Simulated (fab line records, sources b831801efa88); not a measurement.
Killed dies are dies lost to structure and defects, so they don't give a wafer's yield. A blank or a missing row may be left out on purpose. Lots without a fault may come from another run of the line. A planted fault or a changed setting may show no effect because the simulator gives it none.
Which tool did it? | flow sky130 | 13 lots, 37 wafers sampled, at 1 step of a route of 708

WHAT THE GAUGES READ, wafer by wafer
SKY_POLY_CUT_OVL_MEAS_09.
lot  | measured     | on         | POLY_CUT_OVL (nm)
L755 | day 24 08:46 | overlay-02 | -8 -8 -9
L757 | day 24 22:11 | overlay-02 | -3 -10 -9
L758 | day 25 05:22 | overlay-01 | -2 -5 -2
L764 | day 27 11:38 | overlay-02 | 9 -3
L765 | day 27 22:29 | overlay-02 | 2 1
L766 | day 28 05:13 | overlay-02 | -11 -3 -2
L770 | day 29 13:55 | overlay-01 | -10 -15 -15
L771 | day 31 01:02 | overlay-01 | -6 -12 -4
L774 | day 31 04:44 | overlay-01 | 2 6 3
L773 | day 31 11:31 | overlay-02 | -10 -11 -12
L776 | day 31 16:16 | overlay-02 | 4 9 5
L777 | day 31 22:53 | overlay-02 | -18 -15 -15
L778 | day 32 09:47 | overlay-01 | -7 -10 -8

WHICH TOOL RAN EACH LOT (tool, then ch and the chambers of the sampled wafers, then the start)
The record holds no process step before these readings.

WHAT THE TOOLS THEMSELVES READ (means of the sampled wafers that have a number; where no wafer has one, the mark that the record gives instead)
The record holds no such reading with a usual standard deviation.

THE ANSWER, worked out from the rows above alone
Rule: what is usual is taken from the lots themselves. Put in order of their means at a reading, lots are off if they are a third of the lots or fewer, leave a main group of 4 or more, and stand apart from it by a gap of 3 or more times the standard deviation of the main group's means; of several such gaps the widest counts. A main group whose means are all the same, to the digits that the tables above print for the reading, isn't used. A lot without any number at a reading at which 4 lots or more have one is off too. The other lots that the step has rows for count as sound. The gauges are gone through in route order, then the tools' own readings, and for those a lot's mean is taken as printed above. The first step at which some lot is off is used, and at that step the reading that is off furthest; a lot without a number counts as furthest.
No lot is off at any reading shown: from this, nothing can be told.

WHAT THE SIMULATOR HAD PUT IN
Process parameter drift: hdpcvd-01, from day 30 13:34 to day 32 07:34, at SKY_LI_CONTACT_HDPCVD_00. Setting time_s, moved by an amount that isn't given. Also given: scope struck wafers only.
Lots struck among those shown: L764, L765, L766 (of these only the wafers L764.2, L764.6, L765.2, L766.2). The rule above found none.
